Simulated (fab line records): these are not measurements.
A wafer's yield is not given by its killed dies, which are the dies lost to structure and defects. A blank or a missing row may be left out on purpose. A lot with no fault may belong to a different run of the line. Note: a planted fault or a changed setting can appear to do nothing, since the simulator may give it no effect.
Chamber matching    flow gf180mcu    GF_STI_ETCH_14 on rie_si-02 has 4 sister chambers
The step etches Si in HBr/Cl2/O2, target depth 360 nm, time 102.9 s. 4 wafers are shown with their chamber, then 7 later ones without.

## EACH WAFER AND ITS CHAMBER
wafer   chamber  drypump_motor_current_A (A)
L532.3  0        6.5
L536.4  1        6.5
L542.1  2        5.5
L542.3  3        5.9

## WAFERS WITH NO CHAMBER GIVEN
wafer   drypump_motor_current_A (A)
L542.4  6.5
L544.1  6.5
L544.4  5.6
L544.5  6.4
L551.1  5.9
L551.4  5.6
L551.5  6.5

## WHICH CHAMBER EACH WENT THROUGH
wafer   from the rows above      in truth
L542.4  can't be placed: 0 or 1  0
L544.1  can't be placed: 0 or 1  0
L544.4  2                        2
L544.5  can't be placed: 0 or 1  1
L551.1  3                        3
L551.4  2                        2
L551.5  can't be placed: 0 or 1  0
3 of 7 placed correctly. These rows do not allow placing 4 (true chamber among the candidates in 4). Placed wrongly: 0.
How it was worked out, from the rows above alone: a wafer's distance from a chamber is the root of the sum, over the readings, of the square of ((its reading less the chamber's mean) divided by the reading's scatter). If the next closest chamber is less than 2 further off than the closest, the wafer can't be placed; otherwise it belongs to the closest. Each chamber's mean is taken over the wafers shown for it. The scatter: with one shown wafer a chamber, the root of the mean of the squares of how far each hidden wafer lies from its nearest shown one.
